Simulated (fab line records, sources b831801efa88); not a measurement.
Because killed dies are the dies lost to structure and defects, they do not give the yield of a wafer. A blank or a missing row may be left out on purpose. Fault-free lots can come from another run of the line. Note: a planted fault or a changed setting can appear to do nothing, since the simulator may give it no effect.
Matching of chambers + flow gf180mcu + GF_V1_CVD_02 on pecvd-01 has 3 sister chambers
The step deposits SiO2 from TEOS, target thk 850 nm, time 94.851 s. 18 wafers are shown with their chamber, then 9 later ones without.

WAFERS, EACH WITH ITS CHAMBER
| wafer  | chamber | heater_power_w (W) |
|--------|---------|--------------------|
| L074.1 | 1       | 763                |
| L074.5 | 2       | 632                |
| L074.6 | 0       | 696                |
| L076.1 | 1       | 769                |
| L076.4 | 0       | 571                |
| L076.5 | 1       | 617                |
| L077.3 | 2       | 739                |
| L077.4 | 1       | 711                |
| L077.6 | 0       | 565                |
| L078.1 | 2       | 666                |
| L078.2 | 1       | 732                |
| L078.3 | 0       | 715                |
| L078.4 | 2       | 734                |
| L078.5 | 1       | 772                |
| L078.6 | 0       | 539                |
| L081.2 | 2       | 793                |
| L081.4 | 0       | 552                |
| L081.5 | 2       | 792                |

SIGNATURES (means of the wafers above)
| reading        | chamber 0 | chamber 1 | chamber 2 | scatter within a chamber |
|----------------|-----------|-----------|-----------|--------------------------|
| heater_power_w | 606.33    | 727.33    | 726.00    | 68                       |
Rule: for each reading, subtract the chamber's mean from the wafer's reading, divide by that reading's scatter and square the result; add these up over the readings and take the root, which gives the wafer's distance from the chamber. If the next closest chamber is less than 2 further off than the closest, the wafer can't be placed; otherwise it belongs to the closest. How the scatter is found: for the shown wafers, subtract from each reading the mean of its chamber, square and add these, divide the total by (wafers less chambers), then take the root.

WAFERS WITHOUT THEIR CHAMBER
| wafer  | heater_power_w (W) |
|--------|--------------------|
| L094.1 | 627                |
| L094.2 | 692                |
| L094.4 | 694                |
| L096.3 | 662                |
| L096.4 | 703                |
| L096.6 | 812                |
| L097.3 | 804                |
| L097.4 | 770                |
| L097.5 | 660                |

WHICH CHAMBER EACH ONE RAN IN
| wafer  | from the rows above          | in truth |
|--------|------------------------------|----------|
| L094.1 | can't be placed: 0 or 2 or 1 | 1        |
| L094.2 | can't be placed: 2 or 1 or 0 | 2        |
| L094.4 | can't be placed: 2 or 1 or 0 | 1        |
| L096.3 | can't be placed: 0 or 2 or 1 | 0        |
| L096.4 | can't be placed: 2 or 1 or 0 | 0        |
| L096.6 | can't be placed: 1 or 2 or 0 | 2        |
| L097.3 | can't be placed: 1 or 2 or 0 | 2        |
| L097.4 | can't be placed: 1 or 2 or 0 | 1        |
| L097.5 | can't be placed: 0 or 2 or 1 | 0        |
Placed correctly: 0 of 9. These rows do not allow placing 9 (true chamber among the candidates in 9). Wrongly placed: 0.
